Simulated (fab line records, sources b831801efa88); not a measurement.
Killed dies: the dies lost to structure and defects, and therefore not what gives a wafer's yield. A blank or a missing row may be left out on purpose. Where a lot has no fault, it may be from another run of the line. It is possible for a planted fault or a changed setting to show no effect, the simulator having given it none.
Which tool was responsible?    flow sky130    24 lots with 72 wafers sampled at 6 steps, on a route of 708 steps

WHAT THE GAUGES SHOWED, per wafer
SKY_SONOS_TUNNEL_TW_MEAS_12. Usual: SONOS_TUNNEL_TW 196.0, standard deviation 0.74.
lot   measured      on             SONOS_TUNNEL_TW    flag
L074  day 11 14:15  film metro-04  196.8 196.6 196.0  
L075  day 11 17:08  film metro-03  195.7 196.4 195.2  
L076  day 12 02:47  film metro-04  197.3 196.6 197.4  
L077  day 12 09:17  film metro-03  196.6 197.1 196.5  
L078  day 12 19:33  film metro-03  195.5 195.5 196.6  
L079  day 13 02:50  film metro-04  195.1 196.0 196.1  
L080  day 13 19:26  film metro-03  196.9 196.0 195.6  
L081  day 14 01:50  film metro-04  194.9 195.7 195.6  
L082  day 14 07:31  film metro-02  196.2 194.4 194.3  
L084  day 15 00:45  film metro-04  196.3 196.1 196.5  
L083  day 15 01:23  film metro-03  195.8 194.9 195.1  
L085  day 15 09:14  film metro-04  195.0 196.2 196.2  
L086  day 15 16:32  film metro-02  194.6 195.4 195.0  
L087  day 15 18:05  film metro-03  195.5 195.7 196.1  
L088  day 16 05:22  film metro-04  196.3 196.8 195.7  
L089  day 16 16:22  film metro-04  196.7 196.7 196.9  
L090  day 16 19:54  film metro-02  195.3 194.6 195.1  
L091  day 17 03:03  film metro-03  196.0 195.9 195.8  
L092  day 17 10:07  film metro-04  198.1 195.6 195.3  
L093  day 17 19:19  film metro-02  196.5 195.9 195.6  
L094  day 17 23:17  film metro-04  196.8 195.9 196.6  
L095  day 18 11:32  film metro-02  195.8 195.5 196.4  
L096  day 18 16:44  film metro-03  194.8 195.3 195.6  
L097  day 19 00:25  film metro-02  195.5 195.2 195.4  

SKY_SONOS_ONO_THK_MEAS_03. Usual: SONOS_ONO_CVD_02_THK 10.44 nm, standard deviation 0.12.
lot   measured      on             SONOS_ONO_CVD_02_THK (nm)  flag
L074  day 11 19:40  film metro-01  10.45 10.35 10.50          
L075  day 11 23:41  film metro-02  10.39 10.51 10.33          
L076  day 12 07:46  film metro-03  10.62 10.61 10.54          
L077  day 12 13:05  film metro-03  10.42 10.61 10.48          
L078  day 12 23:02  film metro-03  10.53 10.36 10.54          
L079  day 13 07:56  film metro-03  10.34 10.35 10.32          
L080  day 13 21:58  film metro-02  10.67 10.72 10.73          
L081  day 14 07:37  film metro-02  10.45 10.63 10.58          
L082  day 14 14:30  film metro-01  10.50 10.45 10.27          
L084  day 15 05:36  film metro-01  10.39 10.40 10.40          
L083  day 15 05:36  film metro-03  10.26 10.33 10.37          
L085  day 15 13:32  film metro-02  10.48 10.54 10.63          
L086  day 15 19:04  film metro-03  10.40 10.28 10.43          
L087  day 15 20:37  film metro-01  10.34 10.35 10.49          
L088  day 16 08:00  film metro-03  10.24 10.41 10.40          
L089  day 16 20:04  film metro-03  10.32 10.31 10.28          
L090  day 16 23:52  film metro-02  10.30 10.35 10.43          
L091  day 17 08:11  film metro-03  10.45 10.41 10.52          
L092  day 17 13:41  film metro-02  10.52 10.57 10.66          
L093  day 17 23:16  film metro-03  10.39 10.53 10.46          
L094  day 18 06:34  film metro-01  10.36 10.41 10.41          
L095  day 18 16:02  film metro-03  10.36 10.42 10.28          
L096  day 18 20:03  film metro-03  10.27 10.31 10.25          
L097  day 19 03:16  film metro-01  10.52 10.33 10.53          

SKY_SONOS_ONO_CD_MEAS_13: the cd target is 410 nm. Usual: 410.0 nm for cd nm, sd 2.2.
lot   measured      on         cd nm (nm)         flag
L074  day 12 20:59  cd sem-01  408.0 407.6 407.6  
L075  day 13 01:22  cd sem-02  411.3 409.5 408.1  
L076  day 13 09:53  cd sem-02  410.5 409.7 408.9  
L077  day 13 15:13  cd sem-02  408.4 410.0 406.6  
L078  day 14 02:19  cd sem-02  412.6 414.5 412.3  
L079  day 14 11:37  cd sem-01  410.6 410.8 409.9  
L080  day 15 01:35  cd sem-01  411.2 411.0 411.1  
L081  day 15 12:08  cd sem-02  411.6 410.8 413.2  
L082  day 15 18:40  cd sem-01  411.7 411.9 408.2  
L084  day 16 11:20  cd sem-02  411.8 408.8 408.3  
L083  day 16 10:46  cd sem-02  407.7 408.3 407.4  
L085  day 16 19:28  cd sem-02  410.3 411.6 411.0  
L086  day 17 01:08  cd sem-02  403.4 404.1 405.3  
L087  day 17 02:13  cd sem-02  411.6 411.9 410.3  
L088  day 17 13:28  cd sem-01  410.7 408.7 409.6  
L089  day 18 01:56  cd sem-01  408.8 410.3 409.9  
L090  day 18 06:56  cd sem-01  410.6 411.4 411.7  
L091  day 18 15:28  cd sem-02  411.0 408.8 409.9  
L092  day 18 20:25  cd sem-01  408.5 410.8 408.0  
L093  day 19 05:26  cd sem-01  412.3 411.5 412.5  
L094  day 19 13:58  cd sem-02  412.9 417.1 415.5  
L095  day 19 23:31  cd sem-02  408.3 409.7 409.4  
L096  day 20 03:41  cd sem-02  409.4 407.5 408.9  
L097  day 20 11:22  cd sem-02  411.7 409.9 411.9  

SKY_SD_N_RS_MEAS_17: measures by four-point-probe. Usual: SD_P_RS 147.1 ohm/sq, standard deviation 0.34.
lot   measured      on             SD_P_RS (ohm/sq)   flag
L074  day 28 02:53  film metro-04  146.6 146.2 146.7  
L075  day 28 09:40  film metro-01  146.8 147.2 147.4  
L076  day 28 17:10  film metro-01  146.8 147.6 147.4  
L077  day 28 21:40  film metro-01  146.9 146.5 146.9  
L078  day 29 12:47  film metro-03  146.6 147.2 146.6  
L079  day 30 01:03  film metro-03  146.8 147.0 146.8  
L080  day 30 12:59  film metro-01  147.4 147.1 147.2  
L081  day 30 21:52  film metro-01  147.1 147.1 146.9  
L082  day 31 05:40  film metro-04  147.4 147.3 147.2  
L084  day 31 20:47  film metro-04  146.8 146.9 147.0  
L083  day 31 22:23  film metro-03  146.9 146.9 146.8  
L085  day 32 02:49  film metro-03  147.4 146.8 147.1  
L086  day 32 08:04  film metro-04  147.6 147.4 148.0  
L087  day 32 09:17  film metro-01  146.7 146.8 146.8  
L088  day 32 13:51  film metro-04  147.1 147.1 147.2  
L089  day 33 05:25  film metro-04  147.1 147.4 147.4  
L090  day 33 11:34  film metro-03  146.5 147.3 147.5  
L091  day 33 17:15  film metro-01  147.0 147.4 147.2  
L092  day 34 01:31  film metro-01  147.6 147.2 147.3  
L093  day 34 03:44  film metro-04  147.3 147.4 147.4  
L094  day 34 08:25  film metro-03  147.0 146.7 147.0  
L095  day 34 22:52  film metro-04  146.7 147.5 147.1  
L096  day 35 00:11  film metro-01  147.0 146.9 147.0  
L097  day 35 08:57  film metro-01  147.3 147.5 147.1  

SKY_LI_CONTACT_BOW_MEAS_03. Usual: LI_CONTACT_BOW 56 um, standard deviation 7.1.
lot   measured      on             LI_CONTACT_BOW (um)  flag
L074  day 28 03:38  film metro-04  56 51 57             
L075  day 28 10:23  film metro-01  50 49 60             
L076  day 28 17:54  film metro-04  52 59 62             
L077  day 28 22:24  film metro-01  65 58 62             
L078  day 29 13:30  film metro-04  60 61 76             
L079  day 30 01:46  film metro-03  63 44 54             
L080  day 30 13:42  film metro-03  61 49 54             
L081  day 30 22:35  film metro-03  55 50 54             
L082  day 31 06:23  film metro-04  71 60 44             
L084  day 31 21:31  film metro-03  45 48 52             
L083  day 31 23:07  film metro-04  62 57 57             
L085  day 32 03:44  film metro-01  56 58 56             
L086  day 32 08:47  film metro-01  60 65 59             
L087  day 32 10:02  film metro-01  45 67 53             
L088  day 32 14:34  film metro-01  59 57 72             
L089  day 33 06:08  film metro-01  73 59 48             
L090  day 33 12:17  film metro-01  54 42 59             
L091  day 33 17:58  film metro-01  43 45 58             
L092  day 34 02:22  film metro-01  63 57 47             
L093  day 34 04:28  film metro-04  61 54 63             
L094  day 34 09:08  film metro-03  57 49 54             
L095  day 34 23:35  film metro-01  46 55 57             
L096  day 35 00:54  film metro-01  65 58 55             
L097  day 35 09:40  film metro-04  48 54 52             

SKY_LI_CONTACT_OVL_MEAS_13. Usual: LI_CONTACT_OVL 0 nm, standard deviation 6.4.
lot   measured      on          LI_CONTACT_OVL (nm)  flag
L074  day 29 07:35  overlay-02  -2 1 -3              
L075  day 29 14:55  overlay-01  9 0 6                
L076  day 29 22:14  overlay-02  0 -1 6               
L077  day 30 02:04  overlay-01  -1 -8 2              
L078  day 30 17:55  overlay-01  4 8 3                
L079  day 31 06:22  overlay-02  8 5 1                
L080  day 31 17:26  overlay-02  3 5 1                
L081  day 32 01:52  overlay-01  -5 -3 0              
L082  day 32 10:10  overlay-02  5 4 3                
L084  day 32 23:58  overlay-02  -4 -5 -2             
L083  day 33 01:44  overlay-02  3 -3 4               
L085  day 33 06:55  overlay-01  3 -3 -7              
L086  day 33 11:10  overlay-02  -1 -3 3              
L087  day 33 12:46  overlay-02  3 -3 2               
L088  day 33 16:59  overlay-01  -3 0 -2              
L089  day 34 09:07  overlay-01  -11 -13 -11          
L090  day 34 14:10  overlay-02  5 8 -2               
L091  day 34 20:50  overlay-01  11 14 11             
L092  day 35 04:35  overlay-02  -8 -6 1              
L093  day 35 06:25  overlay-02  -1 -2 0              
L094  day 35 11:47  overlay-02  10 15 10             
L095  day 36 01:59  overlay-02  -7 -11 -11           
L096  day 36 03:32  overlay-01  -6 -3 3              
L097  day 36 12:23  overlay-02  10 8 3               

WHAT TOOL EACH LOT RAN ON (gives the tool, then ch and the chambers of the sampled wafers, and finally the start)
No process step before these readings appears in the record.

WHAT THE TOOLS THEMSELVES READ (means of the sampled wafers that have a number; where no wafer has one, the mark that the record gives instead)
The record holds no such reading with a usual standard deviation.

THE ANSWER, worked out from the rows above alone
Rule: take the mean of a lot's wafers that have a number; if it is more than 3 standard deviations from the usual mean, the lot is off. Also off: a lot with no number at a reading for which 4 or more lots have one. Where the step has rows for the other lots, those lots are counted as sound. The gauges are gone through in route order, then the tools' own readings, and for those a lot's mean is taken as printed above. The first step at which some lot is off is used, and at that step the reading that is off furthest; a lot without a number counts as furthest.
Across all readings shown, no lot is off: no conclusion can be drawn from this.

WHAT THE SIMULATOR HAD PUT IN
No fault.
